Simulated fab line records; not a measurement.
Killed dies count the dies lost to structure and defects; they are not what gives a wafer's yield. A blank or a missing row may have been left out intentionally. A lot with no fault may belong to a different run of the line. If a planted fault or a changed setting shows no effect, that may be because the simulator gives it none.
A struck lot beside a sound one -- flow gf180mcu -- 19 out of 602 route steps
Sound: these wafers, L429.1, L429.2, L429.4. Struck: wafer L441.4 (left out: L441.2, L441.6 of the same lot, which were not struck); the cause appears at the end.
Each step with rows lists, per side, the tool, then ch with its chambers, then its first start. Under that, the readings that differ: sound wafers -- struck wafers -- difference of the means -- sigmas: that difference in standard deviations of wafers without a fault.
alike: words and numbers the same on both sides, and readings whose means are apart by under 2 such deviations; not compared: readings that were withheld, readings missing a value for some wafer, numbers with overlapping values and no deviation given by the record, and bounds like >300 which may hide the same value.
A row with sigmas, a row that says differs or no value, or rows on one side alone: a step with any of these is where the two part. Numbers that have no deviation but don't overlap get no sigmas and don't part them. A reading missing from all wafers of one side parts the sides only when that side holds two or more wafers.

first, 1 step without rows for these wafers: GF_DUAL_GATE_WET_ETCH_12 (etches SiO2 in dHF, target depth 13 nm, time 260 s).
GF_DUAL_GATE_STRIP_13: strips in O2/N2.
  sound on plasma asher-04 ch 0,1, day 8 13:53; struck on plasma asher-04 ch 0, day 12 05:05
  alike: drypump motor current A, heater power w, n2 flow sccm, o2 flow sccm, oes product au, strip time to endpoint s
  not compared: rf hours counter h
then, 3 steps without rows for these wafers: GF_DUAL_GATE_CLEAN_14 (cleans in SC1/SC2, time 150 s); GF_DUAL_GATE_OXIDATION_15 (stabilise 600 s, purge 300 s, target thk 7.098 nm); GF_POLY_GATE_CVD_00 (deposits poly-Si, target thk 200 nm, time 1200 s).
GF_POLY_GATE_THK_MEAS_01:
  sound: film metro-04 at day 8 17:25; struck: film metro-02 at day 12 08:08
  alike: POLY_GATE_CVD_00_THK
then, 6 steps without rows for these wafers: GF_POLY_GATE_DEHYDRATE_02 (time 60 s); GF_POLY_GATE_HMDS_03 (prime time 60 s); GF_POLY_GATE_COAT_04; GF_POLY_GATE_COAT_05 (resist thk 700 nm); GF_POLY_GATE_SOFTBAKE_06 (time 60 s); GF_POLY_GATE_EXPOSE_07 (exposes mask Poly2, target cd 280 nm).
GF_POLY_GATE_PEB_08: peb time 90 s.
  sound on litho track-03 ch 0, day 9 10:10; struck on litho track-04 ch 0, day 13 03:31
  alike: resist line temp C
then, 1 step without rows for these wafers: GF_POLY_GATE_DEVELOP_09 (develop time 60 s).
GF_POLY_GATE_CD_MEAS_10: the cd target is 280 nm.
  sound: cd sem-01 at day 9 10:31; struck: cd sem-01 at day 13 03:51
reading,sound,struck,difference,sigmas
cd nm (nm),279.4 279.2 280.8,276.8,-3.0,-2
GF_POLY_GATE_OVL_MEAS_11:
  sound: overlay-01 at day 9 10:38; struck: overlay-01 at day 13 03:57
  alike: POLY_GATE_OVL
GF_POLY_GATE_ETCH_12: etches BARC in N2/H2.
  sound on rie diel-03 ch 0,1,2, day 9 10:40; struck on rie diel-04 ch 1, day 13 03:59
reading,sound,struck,difference,sigmas
model.POLY_GATE.cd nm (nm),280.9 278.8 279.9,278.1,-1.8,
  alike: drypump motor current A, n2 flow sccm, oes product au, throttle valve pct
GF_POLY_GATE_ETCH_13: etches poly-Si in HBr/Cl2, stops on SiO2, target depth 198.5 nm, time 69.6 s.
  sound on rie si-02 ch 0,1,3, day 9 10:43; struck on rie si-01 ch 3, day 13 04:02
reading,sound,struck,difference,sigmas
oes product au (a.u.),0.976 0.975 0.977,0.994,+0.018,+2
  alike: drypump motor current A, throttle valve pct
  not compared: rf hours counter h
then, 1 step without rows for these wafers: GF_PASSIVATION_PROBE_99.

## WHERE THEY PART
First at GF_POLY_GATE_CD_MEAS_10; last, within this record, at GF_POLY_GATE_ETCH_13.

WHY: what had been put in by the simulator
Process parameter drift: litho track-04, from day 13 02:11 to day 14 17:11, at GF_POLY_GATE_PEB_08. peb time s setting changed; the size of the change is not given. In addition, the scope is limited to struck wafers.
